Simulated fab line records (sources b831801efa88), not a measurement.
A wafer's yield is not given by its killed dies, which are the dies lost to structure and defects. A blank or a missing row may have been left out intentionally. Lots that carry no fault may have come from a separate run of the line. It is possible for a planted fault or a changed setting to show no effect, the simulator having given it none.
Which tool did it?	flow sky130	Sampling: 7 lots, 21 wafers, 2 of 708 route steps

== WHAT THE GAUGES READ, wafer by wafer ==
SKY_VT_ADJUST_PCH_OVL_MEAS_07.
lot	measured	on	VT_ADJUST_PCH_OVL (nm)
L469	day 10 14:18	overlay-01	1.3 1.8 0.9
L471	day 11 04:49	overlay-01	-2.7 0.0 -3.1
L474	day 12 04:27	overlay-01	1.0 -1.3 -0.3
L476	day 12 15:39	overlay-02	-0.7 -1.4 -1.2
L479	day 13 18:33	overlay-01	0.5 1.8 2.8
L487	day 16 13:21	overlay-02	- - -
L489	day 17 05:46	overlay-02	-1.7 -0.1 -1.4

== WHICH TOOL RAN EACH LOT (tool, then ch and the chambers of the sampled wafers, then the start) ==
lot	SKY_VT_ADJUST_PCH_DEVELOP_06
L469	litho track-02 ch 0, day 10 14:00
L471	litho track-04 ch 0, day 11 04:00
L474	litho track-03 ch 0, day 12 04:00
L476	litho track-03 ch 0, day 12 15:00
L479	litho track-02 ch 0, day 13 18:00
L487	litho track-02 ch 0, day 16 13:00
L489	litho track-04 ch 0, day 17 05:00
- SKY_VT_ADJUST_PCH_DEVELOP_06: develop time 60 s.

== THE ANSWER, worked out from the rows above alone ==
Rule: the usual values come from the lots themselves. The widest of any qualifying gaps counts: lots, ordered by their means at a reading, are off when they make up no more than a third of the lots, leave a main group of 4 or more, and stand apart from it by 3 or more times the standard deviation of that group's means. A main group is skipped when, at the precision printed for the reading in the tables above, its means are all equal. Also off: a lot with no number at a reading for which 4 or more lots have one. The other lots that the step has rows for count as sound.
Off: L487, at SKY_VT_ADJUST_PCH_OVL_MEAS_07 (VT_ADJUST_PCH_OVL). Without a number there: L487. For the main group the mean is -0.2 nm and the standard deviation 1.3.
If a tool, at a process step before that reading, ran all the lots that are off and no sound lot after the first of them, it fits. Those tools and the gauges at SKY_VT_ADJUST_PCH_OVL_MEAS_07 are tried in the same way. One fits: SKY_VT_ADJUST_PCH_DEVELOP_06 on litho track-02. A fault onset in the window from L479 (day 13 18:00, its last sound lot) to L487 (day 16 13:00, its first lot off) fits.

== WHAT THE SIMULATOR HAD PUT IN ==
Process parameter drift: litho track-02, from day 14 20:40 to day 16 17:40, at SKY_VT_ADJUST_PCH_DEVELOP_06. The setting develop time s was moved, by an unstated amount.
Lots struck among those shown: L487. The same result came from the rule above.
